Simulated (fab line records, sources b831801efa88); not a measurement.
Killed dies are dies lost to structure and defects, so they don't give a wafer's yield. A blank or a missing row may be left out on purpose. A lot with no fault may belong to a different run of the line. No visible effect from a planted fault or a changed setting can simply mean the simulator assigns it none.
Which tool did it? ; flow sky130 ; 29 wafers from 10 lots sampled at 3 of the route's 708 steps

== WHAT EACH GAUGE READ, for each wafer ==
SKY_LOCAL_INTERCONNECT_RS_MEAS_01: measures by four-point-probe.
lot;measured;on;LOCAL_INTERCONNECT_TIN_RS (ohm/sq)
L960;day 28 17:08;film metro-04;14.19 13.98 14.05
L961;day 29 16:13;film metro-04;14.22 14.35 14.16
L962;day 29 16:55;film metro-04;14.30 13.93 14.09
L964;day 30 23:17;film metro-02;15.71 14.13
L966;day 31 15:09;film metro-01;14.47 14.33 16.04
L976;day 34 09:48;film metro-04;13.97 13.85 13.87
L977;day 34 19:43;film metro-02;14.37 14.26 14.36
L978;day 34 22:43;film metro-01;14.05 14.25 13.90
L982;day 36 11:17;film metro-01;14.20 14.23 14.02
L983;day 36 13:32;film metro-02;13.96 14.25 14.01

== WHAT TOOL EACH LOT RAN ON (gives the tool, then ch and the chambers of the sampled wafers, and finally the start) ==
lot;SKY_LI_CONTACT_ETCH_15;SKY_LOCAL_INTERCONNECT_SPUTTER_00
L960;rie diel-03 ch 1,3, day 28 15:56;pvd sputter-01, day 28 17:03
L961;rie diel-03 ch 0,1,3, day 29 15:01;pvd sputter-03, day 29 16:10
L962;rie diel-02 ch 1,2,3, day 29 15:43;pvd sputter-01, day 29 16:51
L964;rie diel-03 ch 0,3, day 30 22:05;pvd sputter-01, day 30 23:13
L966;rie diel-01 ch 0,2,3, day 31 13:49;pvd sputter-01, day 31 15:04
L976;rie diel-01 ch 1,2,3, day 34 08:04;pvd sputter-04, day 34 09:43
L977;rie diel-01 ch 0,1,3, day 34 18:31;pvd sputter-03, day 34 19:39
L978;rie diel-02 ch 0,2,3, day 34 21:31;pvd sputter-01, day 34 22:39
L982;rie diel-02 ch 0,1,3, day 36 10:04;pvd sputter-01, day 36 11:12
L983;rie diel-03 ch 0,1, day 36 12:19;pvd sputter-01, day 36 13:27
- SKY_LI_CONTACT_ETCH_15: etches PSG in C4F8/O2/Ar, stops on Si, target depth 600 nm.
- SKY_LOCAL_INTERCONNECT_SPUTTER_00: material TiN, target thk 100 nm, time 83.3 s.

== THE ANSWER, worked out from the rows above alone ==
Rule: usual is defined by the lots themselves. Put in order of their means at a reading, lots are off if they are a third of the lots or fewer, leave a main group of 4 or more, and stand apart from it by a gap of 3 or more times the standard deviation of the main group's means; of several such gaps the widest counts. Not used: any main group whose means are identical at the precision the tables above print for the reading. A lot without any number at a reading at which 4 lots or more have one is off too. The other lots that the step has rows for count as sound.
Off: L964, L966, seen at SKY_LOCAL_INTERCONNECT_RS_MEAS_01 (LOCAL_INTERCONNECT_TIN_RS). For the main group the mean is 14.12 ohm/sq and the standard deviation 0.12.
If a tool, at a process step before that reading, ran all the lots that are off and no sound lot after the first of them, it fits. Gauges at SKY_LOCAL_INTERCONNECT_RS_MEAS_01: tried the same way as those tools. None of those tried fits.

== WHAT WAS PUT IN BY THE SIMULATOR ==
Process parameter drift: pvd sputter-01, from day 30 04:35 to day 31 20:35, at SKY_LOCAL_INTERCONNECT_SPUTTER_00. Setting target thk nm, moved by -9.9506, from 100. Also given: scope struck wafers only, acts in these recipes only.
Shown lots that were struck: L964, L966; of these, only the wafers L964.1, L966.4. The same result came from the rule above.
